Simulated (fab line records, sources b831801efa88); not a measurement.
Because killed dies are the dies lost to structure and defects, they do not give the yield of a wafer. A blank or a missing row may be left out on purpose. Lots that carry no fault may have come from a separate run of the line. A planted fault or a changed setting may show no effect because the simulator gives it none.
Comparing a struck lot with a sound one	flow sky130	13 steps out of a route of 708
Sound: wafers L356.4, L356.5, L356.6. The struck wafers were L348.2, L348.4, L348.5. The cause is named last.
Per side, at each step with rows, come the tool, then ch with its chambers, and then its first start. Under that, the readings that differ: sound wafers	struck wafers	difference of the means	sigmas: that difference in standard deviations of wafers without a fault.
alike: same words and numbers on both sides, and readings whose means sit less than 2 such deviations apart. not compared: any withheld reading, any reading some wafer has no value for, any bound like >300 that may hide the same value, and any number with overlapping values for which the record gives no deviation.
The two part at a step that has a row with sigmas, a row that says differs or no value, or rows on one side only. Numbers that don't overlap but have no deviation are shown without sigmas and don't part them. A reading missing from all wafers of one side parts the sides only when that side holds two or more wafers.

SKY_VIA1_CD_MEAS_12: target cd 150 nm.
  sound on cd sem-01 at day 38 17:22; struck on cd sem-01 at day 36 07:20
  alike: cd nm
SKY_VIA1_OVL_MEAS_13:
  sound on overlay-02 at day 38 17:26; struck on overlay-01 at day 36 07:26
  alike: VIA1_OVL
SKY_VIA1_ETCH_14: etches BARC in N2/H2, stops on SiO2, time 45.9 s, target depth 60 nm.
  sound on rie diel-03 ch 1,2,3, day 38 17:28; struck on rie diel-03 ch 1,3, day 36 07:28
  alike: drypump motor current A, oes product au, rf fwd power W, throttle valve pct
  not compared: rf hours counter h
SKY_VIA1_ETCH_15: etches SiO2 in C4F8/O2/Ar, stops on TiN, target depth 351 nm, time 54 s.
  sound on rie diel-03 ch 1,2,3, day 38 17:30; struck on rie diel-03 ch 1,3, day 36 07:30
  alike: oes product au, rf fwd power W
  not compared: rf hours counter h
SKY_VIA1_STRIP_16: strips in O2/N2.
  sound on plasma asher-03 ch 0,1, day 38 17:35; struck on plasma asher-03 ch 0,1, day 36 07:33
  alike: drypump motor current A, oes product au, strip time to endpoint s
  not compared: rf hours counter h
then, 3 steps without rows for these wafers: SKY_VIA1_STRIP_17 (strips in post etch residue remover, time 1200 s); SKY_VIA1_CLEAN_18 (cleans in IPA, time 180 s); SKY_VIA1_CLEAN_19 (cleans in O3/DIW).
SKY_VIA1_SPUTTER_20: material TiN, target thk 20 nm, time 80 s.
  sound on pvd sputter-02 at day 38 18:12; struck on pvd sputter-03 at day 36 08:09
  alike: cathode dc power W, throttle valve pct
SKY_VIA1_CVD_21: deposits W, target thk 270 nm, time 80.902 s.
  sound on cvd w-01 ch 0,1, day 38 18:17; struck on cvd w-02 ch 0,1, day 36 08:13
  alike: heater power w
  not compared: since wet clean h
SKY_VIA1_RS_MEAS_22: the measuring method here is four-point-probe.
  sound on film metro-02 at day 38 18:25; struck on film metro-04 at day 36 08:19
  alike: VIA1_W_RS
SKY_VIA1_THK_MEAS_23: measures by xrf.
  sound on film metro-02 at day 38 18:31; struck on film metro-04 at day 36 08:26
reading	sound	struck	difference	sigmas
VIA1_W_THK (nm)	278 290 283	261 263 265	-21	-3
SKY_VIA1_CMP_24: polishes, stops on SiO2, t overpolish 16.01 s, target thk 0 nm.
  sound on cmp-02 ch 0,1,2, day 38 18:38; struck on cmp-01 ch 0,1, day 36 08:29
reading	sound	struck	difference	sigmas
overpolish run s (s)	16.000 16.008 16.029	0.031 0.044 0.043	-15.973	-99 or more
time to endpoint s (s)	64.0 68.4 60.4	101.9 102.4 103.0	+38.2	+13
  alike: motor current A

## WHERE THEY PART
First at SKY_VIA1_THK_MEAS_23; last, within this record, at SKY_VIA1_CMP_24.

WHY: the cause the simulator had injected
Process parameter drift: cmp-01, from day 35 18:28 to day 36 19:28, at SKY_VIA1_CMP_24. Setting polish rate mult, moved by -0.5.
